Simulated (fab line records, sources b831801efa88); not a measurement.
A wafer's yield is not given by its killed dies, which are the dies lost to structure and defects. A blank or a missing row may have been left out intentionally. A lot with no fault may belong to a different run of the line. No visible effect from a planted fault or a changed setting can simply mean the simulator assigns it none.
Which tool was responsible? :: flow gf180mcu :: Sampling: 13 lots, 39 wafers, 5 of 602 route steps

## WHAT EACH GAUGE READ, for each wafer
GF_V1_RS_MEAS_24: uses a four-point probe to measure. Usual: V1_W_RS 0.326 ohm/sq, standard deviation 0.0037.
lot: L336
measured: day 18 19:29
on: film_metro-03
V1_W_RS (ohm/sq): 0.328 0.329 0.326
flag: 

lot: L338
measured: day 19 10:11
on: film_metro-03
V1_W_RS (ohm/sq): 0.331 0.331 0.329
flag: 

lot: L341
measured: day 21 00:46
on: film_metro-03
V1_W_RS (ohm/sq): 0.322 0.322 0.325
flag: 

lot: L343
measured: day 21 06:05
on: film_metro-01
V1_W_RS (ohm/sq): 0.325 0.323 0.325
flag: 

lot: L347
measured: day 22 22:26
on: film_metro-04
V1_W_RS (ohm/sq): 0.325 0.326 0.331
flag: 

lot: L351
measured: day 24 10:05
on: film_metro-04
V1_W_RS (ohm/sq): 0.326 0.327 0.329
flag: 

lot: L350
measured: day 24 12:34
on: film_metro-01
V1_W_RS (ohm/sq): 0.325 0.322 0.319
flag: 

lot: L352
measured: day 24 22:06
on: film_metro-03
V1_W_RS (ohm/sq): 0.325 0.323 0.324
flag: 

lot: L353
measured: day 24 22:52
on: film_metro-01
V1_W_RS (ohm/sq): 0.329 0.320 0.322
flag: 

lot: L355
measured: day 25 14:51
on: film_metro-01
V1_W_RS (ohm/sq): 0.328 0.331 0.327
flag: 

lot: L356
measured: day 25 19:17
on: film_metro-04
V1_W_RS (ohm/sq): 0.335 0.333 0.330
flag: 

lot: L357
measured: day 25 22:23
on: film_metro-04
V1_W_RS (ohm/sq): 0.322 0.322 0.322
flag: 

lot: L358
measured: day 26 07:01
on: film_metro-01
V1_W_RS (ohm/sq): 0.321 0.328 0.322
flag: 

GF_M2_OVL_MEAS_15. Usual: M2_OVL -1 nm, standard deviation 5.5.
lot: L336
measured: day 19 21:01
on: overlay-02
M2_OVL (nm): -1 -5 -3
flag: 

lot: L338
measured: day 20 11:29
on: overlay-01
M2_OVL (nm): 11 11 10
flag: 

lot: L341
measured: day 22 01:50
on: overlay-02
M2_OVL (nm): 3 5 3
flag: 

lot: L343
measured: day 22 06:11
on: overlay-02
M2_OVL (nm): -2 -6 -6
flag: 

lot: L347
measured: day 23 21:47
on: overlay-01
M2_OVL (nm): -1 -3 6
flag: 

lot: L351
measured: day 25 08:22
on: overlay-01
M2_OVL (nm): 1 4 -1
flag: 

lot: L350
measured: day 25 10:44
on: overlay-01
M2_OVL (nm): -7 -1 -6
flag: 

lot: L352
measured: day 25 19:19
on: overlay-01
M2_OVL (nm): -1 2 -6
flag: 

lot: L353
measured: day 25 21:09
on: overlay-02
M2_OVL (nm): 2 3 0
flag: 

lot: L355
measured: day 26 12:32
on: overlay-01
M2_OVL (nm): -11 -6 -5
flag: 

lot: L356
measured: day 26 17:28
on: overlay-01
M2_OVL (nm): 1 3 3
flag: 

lot: L357
measured: day 26 20:21
on: overlay-01
M2_OVL (nm): 11 10 4
flag: 

lot: L358
measured: day 27 04:29
on: overlay-01
M2_OVL (nm): -1 1 -3
flag: 

GF_V2_CD_MEAS_14: the cd target is 260 nm. Usual: cd_nm reads 259.8 nm (standard deviation 1.5).
lot: L336
measured: day 20 23:40
on: cd_sem-01
cd_nm (nm): 258.6 258.6 257.8
flag: 

lot: L338
measured: day 21 12:41
on: cd_sem-02
cd_nm (nm): 258.8 259.4 258.3
flag: 

lot: L341
measured: day 23 02:44
on: cd_sem-02
cd_nm (nm): 272.0 271.4 271.2
flag: OFF

lot: L343
measured: day 23 05:47
on: cd_sem-02
cd_nm (nm): 268.8 269.4 268.3
flag: OFF

lot: L347
measured: day 24 21:20
on: cd_sem-01
cd_nm (nm): 262.7 261.6 261.4
flag: 

lot: L351
measured: day 26 06:39
on: cd_sem-01
cd_nm (nm): 261.1 261.6 260.5
flag: 

lot: L350
measured: day 26 09:01
on: cd_sem-01
cd_nm (nm): 257.6 258.0 257.1
flag: 

lot: L352
measured: day 26 17:23
on: cd_sem-02
cd_nm (nm): 258.4 258.4 256.6
flag: 

lot: L353
measured: day 26 19:52
on: cd_sem-01
cd_nm (nm): 258.2 258.7 258.4
flag: 

lot: L355
measured: day 27 09:56
on: cd_sem-01
cd_nm (nm): 257.9 258.4 258.2
flag: 

lot: L356
measured: day 27 14:58
on: cd_sem-01
cd_nm (nm): 258.7 259.9 259.1
flag: 

lot: L357
measured: day 27 17:43
on: cd_sem-01
cd_nm (nm): 262.2 263.0 263.0
flag: 

lot: L358
measured: day 28 01:28
on: cd_sem-01
cd_nm (nm): 259.5 259.8 259.4
flag: 

## EACH LOT AND THE TOOL THAT RAN IT (in order: tool; ch and the chambers of the sampled wafers; start)
lot: L336
GF_V2_CVD_02: pecvd-02 ch 1,2, day 19 21:50
GF_V2_PEB_12: litho_track-03 ch 0, day 20 23:19

lot: L338
GF_V2_CVD_02: pecvd-04 ch 0,1,2, day 20 12:18
GF_V2_PEB_12: litho_track-04 ch 0, day 21 12:20

lot: L341
GF_V2_CVD_02: pecvd-01 ch 0,1, day 22 02:40
GF_V2_PEB_12: litho_track-03 ch 0, day 23 02:23

lot: L343
GF_V2_CVD_02: pecvd-02 ch 0,1,2, day 22 07:00
GF_V2_PEB_12: litho_track-03 ch 0, day 23 05:26

lot: L347
GF_V2_CVD_02: pecvd-02 ch 1,2, day 23 22:42
GF_V2_PEB_12: litho_track-04 ch 0, day 24 20:59

lot: L351
GF_V2_CVD_02: pecvd-04 ch 0,2, day 25 09:36
GF_V2_PEB_12: litho_track-04 ch 0, day 26 06:19

lot: L350
GF_V2_CVD_02: pecvd-02 ch 1,2, day 25 11:53
GF_V2_PEB_12: litho_track-02 ch 0, day 26 08:40

lot: L352
GF_V2_CVD_02: pecvd-04 ch 0,1, day 25 20:07
GF_V2_PEB_12: litho_track-02 ch 0, day 26 17:03

lot: L353
GF_V2_CVD_02: pecvd-02 ch 0,2, day 25 21:57
GF_V2_PEB_12: litho_track-02 ch 0, day 26 19:32

lot: L355
GF_V2_CVD_02: pecvd-01 ch 1,2, day 26 13:23
GF_V2_PEB_12: litho_track-04 ch 0, day 27 09:35

lot: L356
GF_V2_CVD_02: pecvd-01 ch 0,1,2, day 26 18:17
GF_V2_PEB_12: litho_track-03 ch 0, day 27 14:37

lot: L357
GF_V2_CVD_02: pecvd-04 ch 0,1,2, day 26 21:10
GF_V2_PEB_12: litho_track-03 ch 0, day 27 17:10

lot: L358
GF_V2_CVD_02: pecvd-01 ch 0,1,2, day 27 05:18
GF_V2_PEB_12: litho_track-02 ch 0, day 28 01:07
- GF_V2_CVD_02: deposits SiO2 from TEOS, target thk 850 nm, time 94.851 s.
- GF_V2_PEB_12: peb time 90 s.

## AS READ BY THE TOOLS THEMSELVES (means over the sampled wafers that have a number; for cases with no such wafer, the mark the record gives instead)
GF_V2_CVD_02. Usual: heater_power_outer_w 379 W, standard deviation 57; heater_power_w 662 W, standard deviation 90.
lot: L336
tool: pecvd-02
heater_power_outer_w (W): 375
heater_power_w (W): 680
flag: 

lot: L338
tool: pecvd-04
heater_power_outer_w (W): 384
heater_power_w (W): 675
flag: 

lot: L341
tool: pecvd-01
heater_power_outer_w (W): 368
heater_power_w (W): 628
flag: 

lot: L343
tool: pecvd-02
heater_power_outer_w (W): 356
heater_power_w (W): 651
flag: 

lot: L347
tool: pecvd-02
heater_power_outer_w (W): 392
heater_power_w (W): 670
flag: 

lot: L351
tool: pecvd-04
heater_power_outer_w (W): 384
heater_power_w (W): 639
flag: 

lot: L350
tool: pecvd-02
heater_power_outer_w (W): 372
heater_power_w (W): 688
flag: 

lot: L352
tool: pecvd-04
heater_power_outer_w (W): 423
heater_power_w (W): 744
flag: 

lot: L353
tool: pecvd-02
heater_power_outer_w (W): 354
heater_power_w (W): 627
flag: 

lot: L355
tool: pecvd-01
heater_power_outer_w (W): 414
heater_power_w (W): 740
flag: 

lot: L356
tool: pecvd-01
heater_power_outer_w (W): 336
heater_power_w (W): 602
flag: 

lot: L357
tool: pecvd-04
heater_power_outer_w (W): 425
heater_power_w (W): 716
flag: 

lot: L358
tool: pecvd-01
heater_power_outer_w (W): 359
heater_power_w (W): 629
flag: 

## THE ANSWER, worked out from the rows above alone
Rule: take the mean of a lot's wafers that have a number; if it is more than 3 standard deviations from the usual mean, the lot is off. A lot without any number at a reading at which 4 lots or more have one is off too. All remaining lots with rows at the step are treated as sound. First the gauges in route order, then the tools' own readings, where a lot's mean is used as printed above. At the first step where some lot is off, the reading lying furthest off is the one used; lots without a number count as furthest.
Off, at GF_V2_CD_MEAS_14 on cd_nm: L341, L343.
A tool fits if, at a process step before that reading, it ran every lot that is off, and no sound lot after the first of them. Those tools and the gauges at GF_V2_CD_MEAS_14 are tried in the same way. Of those tried, none fits.

## WHAT WAS PUT IN BY THE SIMULATOR
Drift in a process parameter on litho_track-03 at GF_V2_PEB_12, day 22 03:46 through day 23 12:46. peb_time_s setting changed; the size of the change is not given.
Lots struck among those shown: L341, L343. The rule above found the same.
